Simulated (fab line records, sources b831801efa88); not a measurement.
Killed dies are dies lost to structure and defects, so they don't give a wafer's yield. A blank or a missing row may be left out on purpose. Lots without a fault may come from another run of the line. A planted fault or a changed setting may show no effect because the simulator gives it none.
fab line records | flow sky130
record lots=13 wafers=39 last_day=50
route steps=708 shown PWDE@84 VT_ADJUST_LVTN@118 SONOS_TUNNEL@164 SONOS_ONO@169
lots that met no fault: from a run of the same line without faults
start_h: hours from the record's first day to the start of the lot's first wafer shown | wait_h: hours since the lot's step before | " the same as in the row above | L1.1+2: a row that stands for several wafers | - no value, or no start given | * or withheld: withheld | < > ~ a bound
route shown NAME@n: a module of which the file shows steps, and the number in the route of the first | usual: mean/standard deviation of fault-free wafers | same: alike in all rows | chamber/n: place in a boat | sites: the reading at each site | _std_site: their standard deviation | _edge_site: outer sites' mean less inner sites' | radius_mm: how far each site lies from the wafer's centre | mask NAME#n: copy n | behind: the tool/chamber that last shaped the wafer | hold: why the lot was held/for how many hours/how that ended | device: the transistor (n, p or np) that didn't switch | end of line: the same wafers' tests at the end of the route | a step without rows: its recipe alone | killed: dies lost to structure and defects at the first sort, not the wafer's yield | map: a wafer's dies, x killed, . not, _ none there
set.NAME: the setting as run; set.NAME@STEP: as run at that earlier step | model.NAME: the simulator's own value behind a step, which no gauge read
steps of the route over a sample of lots; a table a step, a row a wafer
## steps
# step SKY_NWELL_RS_MEAS_31
# recipe thk_meas_gauge=four-point-probe
# usual PWDE_RS=5274/16
# columns lot.wafer tool chamber start_h wait_h PWDE_RS[ohm/sq]
L637.2 film_metro-01 - 100.30 0.1 5264
L637.4 " - " " 5263
L637.6 " - " " 5269
L638.3 film_metro-02 - 122.33 0.1 5267
L638.4 " - " " 5265
L638.5 " - " " 5255
L641.1 film_metro-02 - 128.63 0.1 5266
L641.5 " - " " 5257
L641.6 " - " " 5283
L640.1 film_metro-03 - 128.87 0.1 5274
L640.4 " - " " 5298
L640.5 " - " " 5301
L642.2 film_metro-01 - 132.70 0.1 5263
L642.3 " - " " 5276
L642.4 " - " " 5251
L643.1 film_metro-03 - 138.63 0.1 5285
L643.2 " - " " 5259
L643.3 " - " " 5284
L644.2 film_metro-03 - 144.60 0.1 5253
L644.5 " - " " 5250
L644.6 " - " " 5243
L646.3 film_metro-02 - 158.52 0.1 5269
L646.4 " - " " 5286
L646.6 " - " " 5291
L652.1 film_metro-03 - 215.73 0.1 5271
L652.2 " - " " 5286
L652.4 " - " " 5277
L656.1 film_metro-01 - 223.27 0.1 5276
L656.2 " - " " 5260
L656.6 " - " " 5269
L659.1 film_metro-03 - 237.38 0.1 5268
L659.4 " - " " 5269
L659.6 " - " " 5274
L658.1 film_metro-02 - 237.80 0.1 5272
L658.2 " - " " 5272
L658.3 " - " " 5268
L660.2 film_metro-03 - 250.20 0.1 5263
L660.5 " - " " 5267
L660.6 " - " " 5250
# step SKY_VT_ADJUST_LVTN_TW_MEAS_21
# usual VT_ADJUST_LVTN_2_TW=190.3/1.8
# columns lot.wafer tool chamber start_h wait_h VT_ADJUST_LVTN_2_TW
L637.2 film_metro-01 - 156.28 0.1 190.6
L637.4 " - " " 190.1
L637.6 " - " " 190.9
L638.3 film_metro-04 - 180.00 0.1 190.6
L638.4 " - " " 189.9
L638.5 " - " " 190.7
L641.1 film_metro-02 - 187.33 0.1 190.5
L641.5 " - " " 191.3
L641.6 " - " " 189.4
L640.1 film_metro-01 - 188.37 0.1 192.3
L640.4 " - " " 191.8
L640.5 " - " " 191.3
L642.2 film_metro-02 - 193.38 0.1 189.7
L642.3 " - " " 189.1
L642.4 " - " " 189.6
L643.1 film_metro-04 - 200.48 0.1 190.7
L643.2 " - " " 191.2
L643.3 " - " " 191.1
L644.2 film_metro-02 - 206.08 0.1 188.7
L644.5 " - " " 188.8
L644.6 " - " " 188.9
L646.3 film_metro-01 - 224.14 0.1 192.0
L646.4 " - " " 191.7
L646.6 " - " " 191.5
L652.1 film_metro-01 - 284.73 0.1 191.7
L652.2 " - " " 191.9
L652.4 " - " " 192.7
L656.1 film_metro-01 - 291.27 0.1 192.9
L656.2 " - " " 190.6
L656.6 " - " " 191.1
L659.1 film_metro-04 - 311.17 0.1 188.1
L659.4 " - " " 185.9
L659.6 " - " " 187.3
L658.1 film_metro-02 - 311.48 0.1 190.7
L658.2 " - " " 189.7
L658.3 " - " " 191.2
L660.2 film_metro-04 - 327.08 0.1 186.6
L660.5 " - " " 187.0
L660.6 " - " " 185.8
# step SKY_SONOS_TUNNEL_WET_ETCH_10
# recipe chemistry=dHF target_depth_nm=14 target=SiO2 dilution=100:1 temp_c=25 time_s=280
# usual run_length_s=308/3.7
# columns lot.wafer tool chamber start_h wait_h run_length_s
L637.2 wet_bench-01 2 240.35 0.1 305
L637.4 " 2 " " 305
L637.6 " 2 " " 305
L638.3 wet_bench-04 3 271.30 0.1 307
L638.4 " 3 " " 307
L638.5 " 3 " " 307
L641.1 wet_bench-01 2 276.39 0.1 305
L641.5 " 2 " " 305
L641.6 " 2 " " 305
L640.1 wet_bench-02 2 279.59 0.1 306
L640.4 " 2 " " 306
L640.5 " 2 " " 306
L642.2 wet_bench-04 0 286.59 0.1 306
L642.3 " 0 " " 306
L642.4 " 0 " " 306
L643.1 wet_bench-02 0 291.59 0.1 304
L643.2 " 0 " " 304
L643.3 " 0 " " 304
L644.2 wet_bench-02 1 299.89 0.1 313
L644.5 " 1 " " 313
L644.6 " 1 " " 313
L646.3 wet_bench-04 1 319.14 0.1 306
L646.4 " 1 " " 306
L646.6 " 1 " " 306
L652.1 wet_bench-04 2 393.54 0.1 113
L652.2 " 2 " " 113
L652.4 " 2 " " 113
L656.1 wet_bench-02 1 401.70 0.1 306
L656.2 " 1 " " 306
L656.6 " 1 " " 306
L659.1 wet_bench-01 3 426.74 0.1 312
L659.4 " 3 " " 312
L659.6 " 3 " " 312
L658.1 wet_bench-01 3 427.04 0.1 312
L658.2 " 3 " " 312
L658.3 " 3 " " 312
L660.2 wet_bench-01 2 443.15 0.1 305
L660.5 " 2 " " 305
L660.6 " 2 " " 305
# step SKY_SONOS_ONO_THK_MEAS_01
# recipe reads=SiO2_of_SONOS_ONO_OXIDATION_00
# usual SONOS_ONO_OXIDATION_THK=2.59/0.064
# columns lot.wafer tool chamber start_h wait_h SONOS_ONO_OXIDATION_THK[nm]
L637.2 film_metro-03 - 245.31 0.0 2.59
L637.4 " - " " 2.58
L637.6 " - " " 2.67
L638.3 film_metro-03 - 273.77 0.0 2.57
L638.4 " - " " 2.68
L638.5 " - " " 2.63
L641.1 film_metro-01 - 278.44 0.0 2.60
L641.5 " - " " 2.59
L641.6 " - " " 2.55
L640.1 film_metro-01 - 283.05 0.0 2.48
L640.4 " - " " 2.48
L640.5 " - " " 2.49
L642.2 film_metro-04 - 288.29 0.0 2.61
L642.3 " - " " 2.65
L642.4 " - " " 2.64
L643.1 film_metro-01 - 293.34 0.0 2.51
L643.2 " - " " 2.52
L643.3 " - " " 2.45
L644.2 film_metro-03 - 303.50 0.0 2.50
L644.5 " - " " 2.53
L644.6 " - " " 2.45
L646.3 film_metro-01 - 321.55 0.0 2.56
L646.4 " - " " 2.49
L646.6 " - " " 2.54
L652.1 film_metro-01 - 396.22 0.0 2.68
L652.2 " - " " 2.73
L652.4 " - " " 2.74
L656.1 film_metro-03 - 404.27 0.0 2.67
L656.2 " - " " 2.67
L656.6 " - " " 2.65
L659.1 film_metro-04 - 428.43 0.0 2.69
L659.4 " - " " 2.66
L659.6 " - " " 2.60
L658.1 film_metro-01 - 429.00 0.0 2.59
L658.2 " - " " 2.64
L658.3 " - " " 2.66
L660.2 film_metro-04 - 446.50 0.0 2.68
L660.5 " - " " 2.72
L660.6 " - " " 2.69
## key
first_sign step=SKY_SONOS_TUNNEL_WET_ETCH_10 reading=run_length_s direction=down sigmas=52 usual=* struck=*
effect none on later readings
met_at SKY_SONOS_TUNNEL_WET_ETCH_10
struck_lots L652
struck_wafers L652.1,L652.2,L652.4
sort_left_out L652.1,L652.2,L652.4
tester_left_out L652
not_acting_at SKY_NWELL_RS_MEAS_31,SKY_VT_ADJUST_LVTN_TW_MEAS_21,SKY_SONOS_ONO_THK_MEAS_01
fault kind=process_parameter_drift tool=wet_bench-04 chamber=2 onset_h=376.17 steps=SKY_SONOS_TUNNEL_WET_ETCH_10 channel=time_s offset=* shape=step end_h=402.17 acts_in=* stated=*
# tester_left_out: of these lots the tester's yield and bins aren't shown, on N5 and GAA mostly nor the transistor test; their killed dies are dies lost to structure and defects alone, not to doping, threshold or leakage, so they don't give the yield
# sort_left_out: the simulated sort isn't trusted on such a fault, so these wafers' sort isn't shown, and their yield isn't known
